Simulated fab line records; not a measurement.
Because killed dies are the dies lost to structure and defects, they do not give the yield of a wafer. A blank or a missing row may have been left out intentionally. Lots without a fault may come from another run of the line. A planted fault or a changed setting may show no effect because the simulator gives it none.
Matching of chambers    flow sky130    SKY_LI_CONTACT_CMP_24 on cmp-02: 4 sister chambers
The step polishes, stops on PSG, t overpolish 20 s, target thk 0 nm. 4 wafers are shown with their chamber, then 8 later ones without.

== WAFERS PAIRED WITH THEIR CHAMBERS ==
wafer   chamber  motor current A (A)
L299.5  2        11.8
L302.4  0        10.8
L302.6  1        11.1
L306.1  3        12.2

== WAFERS WITH NO CHAMBER GIVEN ==
wafer   motor current A (A)
L306.2  10.7
L306.5  11.7
L308.2  10.5
L308.5  11.7
L308.6  10.5
L307.1  11.1
L307.3  10.6
L307.4  11.0

== CHAMBER TAKEN BY EACH ==
wafer    from the rows above       in truth
L306.2   can't be placed: 0 or 1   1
L306.5   2                         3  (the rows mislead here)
L308.2   can't be placed: 0 or 1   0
L308.5   2                         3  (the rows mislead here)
L308.6   can't be placed: 0 or 1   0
L307.1   can't be placed: 1 or 0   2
L307.3   can't be placed: 0 or 1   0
L307.4   can't be placed: 1 or 0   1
Correctly placed: 0 of 8. From these rows, 6 cannot be placed; in 5 the true chamber is one of the candidates. Wrongly placed: 2.
How it was worked out, from the rows above alone: a wafer's distance from a chamber is the root of the sum, over the readings, of the square of ((its reading less the chamber's mean) divided by the reading's scatter). If the next closest chamber is less than 2 further off than the closest, the wafer can't be placed; otherwise it belongs to the closest. For every chamber, the mean is computed from those of its wafers that are shown. The scatter: root of mean squared gap, hidden wafer to nearest shown wafer, with one shown wafer a chamber.
